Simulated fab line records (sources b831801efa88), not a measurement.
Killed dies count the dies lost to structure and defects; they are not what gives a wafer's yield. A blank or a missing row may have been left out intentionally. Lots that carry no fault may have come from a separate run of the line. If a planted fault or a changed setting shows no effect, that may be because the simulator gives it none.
Chamber matching	flow gf180mcu	cmp-01 running GF_V2_CMP_04: 4 sister chambers
The step polishes SiO2. 4 wafers are shown with their chamber, then 10 later ones without.

== WAFERS PAIRED WITH THEIR CHAMBERS ==
wafer	chamber	motor_current_A (A)
L080.1	0	12.9
L080.3	1	12.3
L090.1	2	10.2
L090.3	3	13.1

== WAFERS WITH NO CHAMBER GIVEN ==
wafer	motor_current_A (A)
L090.6	12.5
L089.1	13.1
L089.4	12.2
L089.6	12.0
L093.1	10.3
L093.5	10.4
L093.6	12.5
L095.3	10.9
L095.4	12.9
L095.6	12.7

== EACH ONE'S CHAMBER ==
wafer	from the rows above	in truth
L090.6	can't be placed: 1 or 0 or 3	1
L089.1	can't be placed: 3 or 0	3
L089.4	1	1
L089.6	1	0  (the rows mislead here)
L093.1	2	2
L093.5	2	2
L093.6	can't be placed: 1 or 0 or 3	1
L095.3	2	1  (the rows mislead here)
L095.4	can't be placed: 0 or 3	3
L095.6	can't be placed: 0 or 1 or 3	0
Correctly placed: 3 of 10. Unplaceable from these rows: 5, with the true chamber sitting among the candidates in 5. 2 placed wrongly.
How it was worked out, from the rows above alone: a wafer's distance from a chamber is the root of the sum, over the readings, of the square of ((its reading less the chamber's mean) divided by the reading's scatter). The wafer belongs to the nearest chamber; if the next one is less than 2 further off, it can't be placed. The mean given for a chamber averages the wafers shown for that chamber. The scatter (one wafer shown for each chamber): square how far every hidden wafer sits from the nearest shown wafer, average those squares and take the square root.
